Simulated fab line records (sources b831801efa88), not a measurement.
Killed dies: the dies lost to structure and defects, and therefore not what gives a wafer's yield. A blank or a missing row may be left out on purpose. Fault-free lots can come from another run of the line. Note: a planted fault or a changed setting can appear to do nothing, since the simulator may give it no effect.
One fault through the eyes of 2 desks | flow gf180mcu | each desk has only its own numbers; what lay behind them comes last

## FOR THE TOOL OWNER'S DESK: cvd-w-01
The tool's own readings at GF_V1_CVD_23 (deposits W, target thk 350 nm, time 105.05 s): means of the sampled wafers that have a number, for each lot that ran on this tool. Marked OUT: a lot whose mean sits more than 4 standard deviations from the usual mean, which makes it out of limits; the brackets give that distance.
Columns: A = chamber-pressure-Torr at GF_V1_CVD_23, usual 40.01 Torr; B = heater-power-outer-w at GF_V1_CVD_23, usual 530 W; C = heater-power-w at GF_V1_CVD_23, usual 869 W
lot  | first seen here | A               | B   | C
L189 | day 19 05:23    | 39.96           | 511 | 852
L190 | day 19 12:58    | 40.01           | 491 | 810
L192 | day 20 09:23    | 40.05           | 510 | 881
L194 | day 20 22:29    | 40.08           | 525 | 869
L195 | day 21 04:34    | 40.04           | 489 | 823
L197 | day 21 19:07    | 40.07           | 469 | 755
L198 | day 22 04:55    | 36.44 (-41) OUT | 461 | 763
L199 | day 22 14:07    | 36.62 (-39) OUT | 462 | 776
L200 | day 23 05:31    | 36.50 (-40) OUT | 470 | 772
L209 | day 26 00:05    | 40.05           | 515 | 877
L210 | day 26 00:59    | 39.95           | 494 | 814
This desk finds L198, L199, L200 out of limits, L198 being first, at day 22 04:55 (chamber-pressure-Torr at GF_V1_CVD_23). Within limits: L189, L190, L192, L194, L195, L197, L209, L210.

## AT THE METROLOGY DESK
What the gauges read for every lot (on any tool): the sampled wafers with a number, averaged. Marked OUT: a lot whose mean sits more than 4 standard deviations from the usual mean, which makes it out of limits; the brackets give that distance.
Columns: A = V1_OVL at GF_V1_OVL_MEAS_15, usual 2 nm
lot  | first seen here | A
L188 | day 18 20:47    | 4
L189 | day 19 04:33    | 3
L190 | day 19 12:10    | 5
L191 | day 19 15:03    | -3
L192 | day 20 08:35    | 1
L194 | day 20 21:41    | -1
L195 | day 21 03:46    | 7
L197 | day 21 18:19    | -4
L198 | day 22 04:05    | 5
L199 | day 22 13:07    | 0
L200 | day 23 04:41    | -1
L201 | day 23 08:56    | 11
L209 | day 25 23:14    | 5
L210 | day 26 00:06    | 3
Finding of this desk: none of the 14 lots has anything out of limits.

## BROUGHT TOGETHER
The tool owner's desk had the chance to raise an alarm at day 22 04:55 on L198, L199, L200.
Nothing out of limits was seen by the metrology desk.
The metrology desk holds a record of L198, L199, L200, inside its limits.
The lots listed all ran GF_V1_CVD_23 on cvd-w-01.

## WHAT THE SIMULATOR HAD PUT IN
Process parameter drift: cvd-w-01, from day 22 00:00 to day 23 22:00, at GF_V1_CVD_23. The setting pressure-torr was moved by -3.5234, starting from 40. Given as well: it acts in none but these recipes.
Struck lots among those shown: L198, L199, L200.
Delay in hours, fault start to first out-of-limits reading, by desk: the tool owner's desk at 5.
